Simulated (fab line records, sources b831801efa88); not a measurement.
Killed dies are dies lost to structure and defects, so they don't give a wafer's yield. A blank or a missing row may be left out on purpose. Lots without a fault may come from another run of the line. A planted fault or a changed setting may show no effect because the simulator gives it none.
fab line records | flow sky130 | part 2 of 2: steps 28 to 39 of 39
record lots=5 wafers=15 last_day=50
route steps=708 shown VIA2@527 METAL3@532 CAPM@537
lots that met no fault: from a run of the same line without faults
start_h: hours from the record's first day to the start of the lot's first wafer shown | wait_h: hours since the lot's step before | " the same as in the row above | L1.1+2: a row that stands for several wafers | - no value, or no start given | * or withheld: withheld | < > ~ a bound
route shown NAME@n: a module of which the file shows steps, and the number in the route of the first | usual: mean/standard deviation of fault-free wafers | same: alike in all rows | chamber/n: place in a boat | sites: the reading at each site | _std_site: their standard deviation | _edge_site: outer sites' mean less inner sites' | radius_mm: how far each site lies from the wafer's centre | mask NAME#n: copy n | behind: the tool/chamber that last shaped the wafer | hold: why the lot was held/for how many hours/how that ended | device: the transistor (n, p or np) that didn't switch | end of line: the same wafers' tests at the end of the route | a step without rows: its recipe alone | killed: dies lost to structure and defects at the first sort, not the wafer's yield | map: a wafer's dies, x killed, . not, _ none there
set.NAME: the setting as run; set.NAME@STEP: as run at that earlier step | model.NAME: the simulator's own value behind a step, which no gauge read
lots at some steps of the route; a table a step, a row a wafer
services: from which hour (start_h, from the record's first day; less than 0 if before it) a tool's chamber was out of use, for how many hours, and why
## steps
# step SKY_CAPM_CLEAN_17
# recipe chemistry=O3/DIW dry=n2_spin
# columns lot.wafer tool chamber start_h wait_h
L081.1+3+4 wet_bench-03 2 925.67 0.0
L085.1+3+5 wet_bench-02 1 970.43 0.0
L090.1+3+4 wet_bench-04 0 991.67 0.0
L091.2+4+6 wet_bench-04 0 1000.07 0.0
L097.2+4+6 wet_bench-02 1 1032.76 0.0
# step SKY_METAL3_DEHYDRATE_05
# recipe temp_c=200 time_s=60
# same time_s=60
# columns lot.wafer tool chamber start_h wait_h
L081.1+3+4 litho_track-04 0 938.16 12.4
L085.1+3+5 litho_track-02 0 981.72 11.2
L090.1+3+4 litho_track-03 0 1003.00 11.2
L091.2+4+6 litho_track-03 0 1012.07 11.9
L097.2+4+6 litho_track-02 0 1043.20 10.3
# step SKY_METAL3_HMDS_06
# recipe prime_time_s=60 prime_temp_c=120
# columns lot.wafer tool chamber start_h wait_h
L081.1+3+4 litho_track-04 0 938.31 0.1
L085.1+3+5 litho_track-02 0 981.87 0.1
L090.1+3+4 litho_track-03 0 1003.15 0.1
L091.2+4+6 litho_track-03 0 1012.22 0.1
L097.2+4+6 litho_track-02 0 1043.35 0.1
# step SKY_METAL3_COAT_07
# recipe resist=BARC temp_c=withheld time_s=withheld spin_rpm=3000 resist_thk_nm=60
# usual spin_speed_rpm=3000.0/1.8
# columns lot.wafer tool chamber start_h wait_h spin_speed_rpm
L081.1 litho_track-04 0 938.46 0.1 2997.6
L081.3 " 0 " " 3000.0
L081.4 " 0 " " 3000.1
L085.1 litho_track-02 0 982.02 0.1 3000.5
L085.3 " 0 " " 3002.5
L085.5 " 0 " " 3002.1
L090.1 litho_track-03 0 1003.30 0.1 3001.3
L090.3 " 0 " " 2996.9
L090.4 " 0 " " 2998.6
L091.2 litho_track-03 0 1012.37 0.1 2999.9
L091.4 " 0 " " 2999.6
L091.6 " 0 " " 3003.4
L097.2 litho_track-02 0 1043.50 0.1 3002.5
L097.4 " 0 " " 3004.3
L097.6 " 0 " " 3003.5
# step SKY_METAL3_COAT_08
# recipe resist=KrF-thick spin_rpm=3000 resist_thk_nm=1140
# usual spin_speed_rpm=2999.9/1.7
# columns lot.wafer tool chamber start_h wait_h spin_speed_rpm
L081.1 litho_track-04 0 - - 3000.2
L081.3 " 0 " " 2999.8
L081.4 " 0 " " 2999.4
L085.1 litho_track-02 0 - - 3001.3
L085.3 " 0 " " 3000.4
L085.5 " 0 " " 3000.1
L090.1 litho_track-03 0 - - 2997.8
L090.3 " 0 " " 2996.7
L090.4 " 0 " " 2999.8
L091.2 litho_track-03 0 - - 2999.7
L091.4 " 0 " " 3000.7
L091.6 " 0 " " 3004.5
L097.2 litho_track-02 0 - - 2998.7
L097.4 " 0 " " 3001.3
L097.6 " 0 " " 3000.2
# step SKY_METAL3_SOFTBAKE_09
# recipe temp_c=100 time_s=90 resist=KrF-thick
# same time_s=90
# columns lot.wafer tool chamber start_h wait_h
L081.1+3+4 litho_track-04 0 - -
L085.1+3+5 litho_track-02 0 - -
L090.1+3+4 litho_track-03 0 - -
L091.2+4+6 litho_track-03 0 - -
L097.2+4+6 litho_track-02 0 - -
# step SKY_METAL3_EXPOSE_10
# recipe mask_id=MM3 na=0.68 source_shape=annular sigma_inner=0.4 sigma_outer=0.8 target_cd_nm=300 dose_mj=28
# usual focus_offset_nm=-0.1/0.51 reticle_temp_C=22.99/0.11
# same sigma_outer=0.8
# columns lot.wafer tool chamber start_h wait_h mask focus_offset_nm reticle_temp_C
L081.1 krf_scanner-01 0 - - MM3#0 -0.5 23.11
L081.3 " 0 " " MM3#0 -0.2 22.85
L081.4 " 0 " " MM3#0 -1.1 22.94
L085.1 krf_scanner-01 0 - - MM3#0 -0.5 23.13
L085.3 " 0 " " MM3#0 -0.1 23.04
L085.5 " 0 " " MM3#0 -1.0 23.04
L090.1 krf_scanner-02 0 - - MM3#0 0.3 23.02
L090.3 " 0 " " MM3#0 -0.4 23.15
L090.4 " 0 " " MM3#0 -0.3 22.99
L091.2 krf_scanner-02 0 - - MM3#0 -1.0 22.85
L091.4 " 0 " " MM3#0 -0.5 23.05
L091.6 " 0 " " MM3#0 -0.3 22.95
L097.2 krf_scanner-02 0 - - MM3#0 0.3 22.84
L097.4 " 0 " " MM3#0 -0.5 23.05
L097.6 " 0 " " MM3#0 -0.3 22.85
# step SKY_METAL3_PEB_11
# recipe peb_temp_c=withheld peb_time_s=withheld resist=KrF-thick
# columns lot.wafer tool chamber start_h wait_h
L081.1+3+4 litho_track-02 0 - -
L085.1+3+5 litho_track-03 0 - -
L090.1+3+4 litho_track-03 0 - -
L091.2+4+6 litho_track-02 0 - -
L097.2+4+6 litho_track-04 0 - -
# step SKY_METAL3_DEVELOP_12
# recipe develop_time_s=60 resist=KrF-thick dev_temp_c=21
# columns lot.wafer tool chamber start_h wait_h
L081.1+3+4 litho_track-02 0 - -
L085.1+3+5 litho_track-03 0 - -
L090.1+3+4 litho_track-03 0 - -
L091.2+4+6 litho_track-02 0 - -
L097.2+4+6 litho_track-04 0 - -
# step SKY_METAL3_CD_MEAS_13
# recipe target_cd_nm=300
# usual cd_nm=300.1/1.8
# columns lot.wafer tool chamber start_h wait_h cd_nm
L081.1 cd_sem-02 - 950.98 - 299.4
L081.3 " - " " 300.3
L081.4 " - " " 300.2
L085.1 cd_sem-01 - 994.00 - 299.3
L085.3 " - " " 300.6
L085.5 " - " " 299.5
L090.1 cd_sem-02 - 1015.50 - 302.5
L090.3 " - " " 303.2
L090.4 " - " " 303.6
L091.2 cd_sem-02 - 1024.04 - 299.4
L091.4 " - " " 299.9
L091.6 " - " " 299.5
L097.2 cd_sem-02 - 1055.03 - 301.7
L097.4 " - " " 300.1
L097.6 " - " " 302.2
# step SKY_METAL3_OVL_MEAS_14
# usual METAL3_OVL=-3/5.4
# columns lot.wafer tool chamber start_h wait_h METAL3_OVL[nm]
L081.1 overlay-02 - 951.10 0.1 1
L081.3 " - " " 2
L081.4 " - " " -1
L085.1 overlay-01 - 994.14 0.1 -8
L085.3 " - " " -3
L085.5 " - " " -5
L090.1 overlay-01 - 1015.62 0.1 0
L090.3 " - " " 1
L090.4 " - " " 5
L091.2 overlay-02 - 1024.15 0.1 3
L091.4 " - " " -6
L091.6 " - " " -2
L097.2 overlay-01 - 1055.13 0.1 1
L097.4 " - " " 2
L097.6 " - " " -3
# step SKY_METAL3_DESCUM_15
# recipe chemistry=O2 source_power_w=150 bias_power_w=0 pressure_mtorr=10 temp_c=40 time_s=8
# usual drypump_motor_current_A=6.02/0.28 oes_product_au=1.003/0.01
# same time_s=8
# columns lot.wafer tool chamber start_h wait_h drypump_motor_current_A oes_product_au rf_hours_counter_h
L081.1 rie_metal-03 1 951.13 0.0 6.25 0.980 13
L081.3 " 1 " " 6.28 0.989 -
L081.4 " 0 " " 6.04 1.002 -
L085.1 rie_metal-03 0 994.18 0.0 6.03 1.004 13
L085.3 " 1 " " 6.23 1.002 -
L085.5 " 0 " " 6.04 0.998 -
L090.1 rie_metal-04 0 1015.66 0.0 5.80 1.021 17
L090.3 " 1 " " 6.07 1.013 -
L090.4 " 0 " " 5.81 1.015 -
L091.2 rie_metal-04 0 1024.19 0.0 5.82 1.020 -
L091.4 " 0 " " 5.79 1.016 -
L091.6 " 0 " " 5.81 1.012 -
L097.2 rie_metal-03 0 1055.16 0.0 6.05 1.006 17
L097.4 " 0 " " 6.05 1.007 -
L097.6 " 0 " " 6.07 1.009 -
## services
# columns tool chamber start_h hours kind
plasma_asher-01 - 879.00 2.3 repair
pvd_sputter-01 - 883.75 1.2 repair
krf_scanner-02 - 890.70 0.8 pm
cmp-01 - 897.77 2.9 repair
pvd_sputter-04 - 907.88 53.0 repair
pvd_sputter-02 - 920.56 5.9 repair
rie_metal-01 - 926.48 0.4 repair
iline_stepper-01 - 938.27 1.7 pm
cmp-01 - 960.99 6.4 pm
krf_scanner-02 - 966.54 0.6 repair
cvd_w-02 - 969.65 1.5 repair
krf_scanner-02 - 974.40 0.2 repair
pvd_sputter-04 - 976.82 2.6 repair
pvd_sputter-03 - 982.16 0.9 repair
iline_stepper-01 - 984.32 2.1 pm
krf_scanner-02 - 990.27 4.4 pm
krf_scanner-02 - 1016.77 1.0 pm
cvd_w-02 - 1016.87 6.0 pm
pvd_sputter-04 - 1027.30 6.3 repair
cmp-01 - 1027.77 1.6 repair
krf_scanner-02 - 1028.66 3.6 pm
cvd_w-02 0 1032.18 12.2 repair
krf_scanner-02 - 1037.37 2.3 repair
krf_scanner-02 - 1047.45 1.3 pm
